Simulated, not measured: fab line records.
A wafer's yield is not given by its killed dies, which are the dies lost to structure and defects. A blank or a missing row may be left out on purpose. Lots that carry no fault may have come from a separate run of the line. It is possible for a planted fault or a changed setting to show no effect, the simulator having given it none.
Comparing a struck lot with a sound one / flow gf180mcu / 41 steps out of a route of 602
Sound: the wafers L477.1, L477.2, L477.4. Struck: wafer L489.1 (left out: L489.4, L489.6 of the same lot, which were not struck); the cause appears at the end.
At each step with rows: each side's tool, then ch and its chambers, then its first start. Under that, the readings that differ: sound wafers / struck wafers / difference of the means / sigmas: that difference in standard deviations of wafers without a fault.
alike: same words and numbers on both sides, and readings whose means sit less than 2 such deviations apart. not compared: any withheld reading, any reading some wafer has no value for, any bound like >300 that may hide the same value, and any number with overlapping values for which the record gives no deviation.
The two part at a step that has a row with sigmas, a row that says differs or no value, or rows on one side only. Numbers that have no deviation but don't overlap get no sigmas and don't part them. A reading that every wafer of one side lacks parts them only if that side has two wafers or more.

GF_HV_LDD_CD_MEAS_46: target cd 400 nm.
  sound on cd sem-01, day 12 17:17; struck on cd sem-02, day 17 02:49
  alike: cd nm
GF_HV_LDD_OVL_MEAS_47:
  sound on overlay-01, day 12 17:25; struck on overlay-02, day 17 02:56
  alike: HV_LDD_03_OVL
following that, these wafers have no rows for 1 step: GF_HV_LDD_IMPLANT_48.
GF_HV_LDD_STRIP_49: strips in O2/N2.
  sound on plasma asher-03 ch 0,1, day 12 17:36; struck on plasma asher-01 ch 0, day 17 03:07
reading=drypump motor current A (A); sound=5.5 5.7 5.7; struck=4.8; difference=-0.8; sigmas=-2
reading=strip time to endpoint s (s); sound=12.71 12.64 12.69; struck=12.60; difference=-0.08; sigmas=-2
  alike: heater power w, oes product au
  not compared: rf hours counter h
GF_HV_LDD_TW_MEAS_50:
  sound on film metro-04, day 12 17:42; struck on film metro-03, day 17 03:13
  alike: HV_LDD_4_TW
then, 1 step without rows for these wafers: GF_HV_LDD_CLEAN_51 (cleans in SC1/SC2, time 150 s).
GF_HV_LDD_RTA_52: time 10 s.
  sound on rtp anneal-01 ch 0, day 12 17:49; struck on rtp anneal-02 ch 0, day 17 03:20
reading=lamp power pct (%); sound=31.4 31.4 31.4; struck=36.2; difference=+4.8; sigmas=+2
reading=wafer_temp_C_max; sound=1002.1 1003.6 1003.8; struck=1006.4; difference=+3.2; sigmas=+2
GF_HV_LDD_RS_MEAS_53: measures by four-point-probe.
  sound on film metro-03, day 12 17:52; struck on film metro-03, day 17 03:23
  alike: HV_LDD_RS
then, 1 step without rows for these wafers: GF_HV_LDD_CVD_54 (deposits SiO2 from TEOS, target thk 10 nm, time 75 s).
GF_HV_LDD_THK_MEAS_55:
  sound on film metro-03, day 12 19:53; struck on film metro-02, day 17 04:32
  alike: HV_LDD_CVD_54_THK
then, 1 step without rows for these wafers: GF_HV_LDD_CVD_56 (deposits Si3N4 from DCS/NH3, target thk 90 nm, time 1543 s).
GF_HV_LDD_THK_MEAS_57:
  sound on film metro-03, day 12 21:23; struck on film metro-04, day 17 06:01
  alike: HV_LDD_CVD_56_THK
GF_HV_LDD_ETCHBACK_58: etches Si3N4 in CH3F/O2, stops on SiO2, time 100 s, target depth 90 nm.
  sound on rie diel-01 ch 0,2,3, day 12 21:27; struck on rie diel-03 ch 0, day 17 06:05
reading=model.SiO2_of_HV_LDD_CVD_54.thk nm (nm); sound=7.331 7.259 7.406; struck=7.908; difference=+0.576; sigmas=
  alike: bias w, drypump motor current A, oes product au, throttle valve pct
  not compared: rf hours counter h
then, 7 steps without rows for these wafers: GF_NSD_DEHYDRATE_00 (time 60 s); GF_NSD_HMDS_01 (prime time 60 s); GF_NSD_COAT_02 (resist thk 1000 nm); GF_NSD_SOFTBAKE_03 (time 60 s); GF_NSD_EXPOSE_04 (exposes mask Nplus, target cd 400 nm); GF_NSD_PEB_05; GF_NSD_DEVELOP_06 (develop time 60 s).
GF_NSD_CD_MEAS_07: target cd 400 nm.
  sound on cd sem-01, day 13 17:43; struck on cd sem-02, day 18 05:15
  alike: cd nm
GF_NSD_OVL_MEAS_08:
  sound on overlay-01, day 13 17:50; struck on overlay-02, day 18 05:22
  alike: NSD_OVL
then, 2 steps without rows for these wafers: GF_NSD_IMPLANT_09; GF_NSD_IMPLANT_10.
GF_NSD_STRIP_11: strips in O2/N2.
  sound on plasma asher-03 ch 0,1, day 13 18:10; struck on plasma asher-03 ch 0, day 18 05:43
reading=oes product au (a.u.); sound=0.495 0.487 0.496; struck=0.482; difference=-0.011; sigmas=-2
  alike: drypump motor current A, heater power w, strip time to endpoint s
  not compared: rf hours counter h
GF_NSD_TW_MEAS_12:
  sound on film metro-04, day 13 18:16; struck on film metro-02, day 18 05:49
  alike: NSD_TW
then, 7 steps without rows for these wafers: GF_PSD_DEHYDRATE_00 (time 60 s); GF_PSD_HMDS_01 (prime time 60 s); GF_PSD_COAT_02 (resist thk 1000 nm); GF_PSD_SOFTBAKE_03 (time 60 s); GF_PSD_EXPOSE_04 (exposes mask Pplus, target cd 400 nm); GF_PSD_PEB_05; GF_PSD_DEVELOP_06 (develop time 60 s).
GF_PSD_CD_MEAS_07: target cd 400 nm.
  sound on cd sem-02, day 14 14:45; struck on cd sem-01, day 19 04:38
  alike: cd nm
GF_PSD_OVL_MEAS_08:
  sound on overlay-02, day 14 14:52; struck on overlay-01, day 19 04:46
reading=PSD_OVL (nm); sound=-4.6 -2.3 -2.7; struck=0.4; difference=+3.6; sigmas=+2
following that, these wafers have no rows for 1 step: GF_PSD_IMPLANT_09.
GF_PSD_STRIP_10: strips in O2/N2.
  sound on plasma asher-01 ch 0,1, day 14 15:04; struck on plasma asher-02 ch 0, day 19 04:56
  alike: drypump motor current A, heater power w, oes product au, strip time to endpoint s
  not compared: rf hours counter h
GF_PSD_TW_MEAS_11:
  sound on film metro-01, day 14 15:10; struck on film metro-01, day 19 05:02
  alike: PSD_TW
GF_PSD_CLEAN_12: cleans in SC1/SC2, time 150 s.
  sound on wet bench-02 ch 1, day 14 15:13; struck on wet bench-01 ch 2, day 19 05:06
reading=model.SiO2_of_HV_LDD_CVD_54.thk nm (nm); sound=6.656 6.584 6.731; struck=7.232; difference=+0.575; sigmas=
  alike: temp c
GF_PSD_RTA_13: time 20 s.
  sound on rtp anneal-01 ch 0, day 14 15:17; struck on rtp anneal-02 ch 0, day 19 05:09
reading=wafer_temp_C_max; sound=1027.1 1027.3 1027.5; struck=1030.2; difference=+2.9; sigmas=+2
  alike: lamp power pct
GF_PASSIVATION_PROBE_99:
  the record has rows for the sound wafers here (prober-02, day 29 09:45) and none for the struck ones

== WHERE THEY PART ==
First at GF_HV_LDD_STRIP_49; last, within this record, at GF_PASSIVATION_PROBE_99.

WHY: what had been put in by the simulator
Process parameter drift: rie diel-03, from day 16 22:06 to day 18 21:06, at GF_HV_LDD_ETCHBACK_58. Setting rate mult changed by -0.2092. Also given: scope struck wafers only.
